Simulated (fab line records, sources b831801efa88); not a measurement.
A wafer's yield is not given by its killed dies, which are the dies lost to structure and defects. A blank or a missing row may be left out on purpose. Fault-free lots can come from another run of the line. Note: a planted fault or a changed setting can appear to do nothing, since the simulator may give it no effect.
Which of the tools did it? -- flow gf180mcu -- 11 lots, 33 wafers sampled, at 3 steps of a route of 602

WHAT THE GAUGES SHOWED, per wafer
GF_V1_RS_MEAS_24: a four-point-probe measurement.
lot,measured,on,V1_W_RS (ohm/sq)
L510,day 18 11:28,film-metro-02,0.327 0.330 0.329
L511,day 18 13:52,film-metro-01,0.330 0.328 0.332
L514,day 19 17:49,film-metro-03,0.326 0.324 0.330
L515,day 20 13:01,film-metro-01,0.327 0.326 0.327
L517,day 21 00:58,film-metro-03,0.326 0.326 0.330
L518,day 21 06:49,film-metro-03,0.328 0.324 0.322
L521,day 22 10:38,film-metro-03,0.326 0.327 0.329
L527,day 24 06:54,film-metro-03,0.329 0.328 0.330
L530,day 25 09:13,film-metro-01,0.349 0.350 0.333
L531,day 25 17:01,film-metro-03,0.349 0.333 0.345
L532,day 25 21:32,film-metro-03,0.328 0.330 0.323

EACH LOT AND THE TOOL THAT RAN IT (in order: tool; ch and the chambers of the sampled wafers; start)
lot,GF_V1_ETCH_16,GF_V1_CVD_23
L510,"rie-diel-04 ch 0,1,2, day 18 10:32","cvd-w-01 ch 0,1, day 18 11:20"
L511,"rie-diel-01 ch 0,1,2, day 18 12:58","cvd-w-02 ch 0,1, day 18 13:46"
L514,"rie-diel-02 ch 1,2,3, day 19 16:53","cvd-w-01 ch 0,1, day 19 17:41"
L515,"rie-diel-02 ch 0,1,3, day 20 12:05","cvd-w-01 ch 0,1, day 20 12:53"
L517,"rie-diel-02 ch 0,1,3, day 21 00:05","cvd-w-02 ch 0,1, day 21 00:50"
L518,"rie-diel-02 ch 0,2,3, day 21 05:53","cvd-w-01 ch 0,1, day 21 06:41"
L521,"rie-diel-04 ch 0,1,2, day 22 09:46","cvd-w-01 ch 0, day 22 10:31"
L527,"rie-diel-04 ch 0,1, day 24 05:57","cvd-w-02 ch 0,1, day 24 06:47"
L530,"rie-diel-04 ch 0,1, day 25 08:17","cvd-w-02 ch 0,1, day 25 09:05"
L531,"rie-diel-02 ch 0,2,3, day 25 16:08","cvd-w-02 ch 0,1, day 25 16:53"
L532,"rie-diel-01 ch 1,3, day 25 20:35","cvd-w-01 ch 0,1, day 25 21:25"
- GF_V1_ETCH_16: etches BARC in N2/H2.
- GF_V1_CVD_23: deposits W, target thk 350 nm, time 105.05 s.

THE ANSWER, worked out from the rows above alone
Rule: usual is defined by the lots themselves. The widest of any qualifying gaps counts: lots, ordered by their means at a reading, are off when they make up no more than a third of the lots, leave a main group of 4 or more, and stand apart from it by 3 or more times the standard deviation of that group's means. A main group is skipped when, at the precision printed for the reading in the tables above, its means are all equal. Also off: a lot with no number at a reading for which 4 or more lots have one. All remaining lots with rows at the step are treated as sound.
Off: L530, L531, seen at GF_V1_RS_MEAS_24 (V1_W_RS). For the main group the mean is 0.327 ohm/sq and the standard deviation 0.0015.
If a tool, at a process step before that reading, ran all the lots that are off and no sound lot after the first of them, it fits. The gauges at GF_V1_RS_MEAS_24 are tried like those tools. One candidate fits, namely cvd-w-02 at GF_V1_CVD_23. Its last sound lot is L527 (day 24 06:47), its first lot that is off L530 (day 25 09:05): a fault that began between those two fits.

WHAT THE SIMULATOR PUT IN
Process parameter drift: cvd-w-02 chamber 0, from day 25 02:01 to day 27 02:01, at GF_V1_CVD_23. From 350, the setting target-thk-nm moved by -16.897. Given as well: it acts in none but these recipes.
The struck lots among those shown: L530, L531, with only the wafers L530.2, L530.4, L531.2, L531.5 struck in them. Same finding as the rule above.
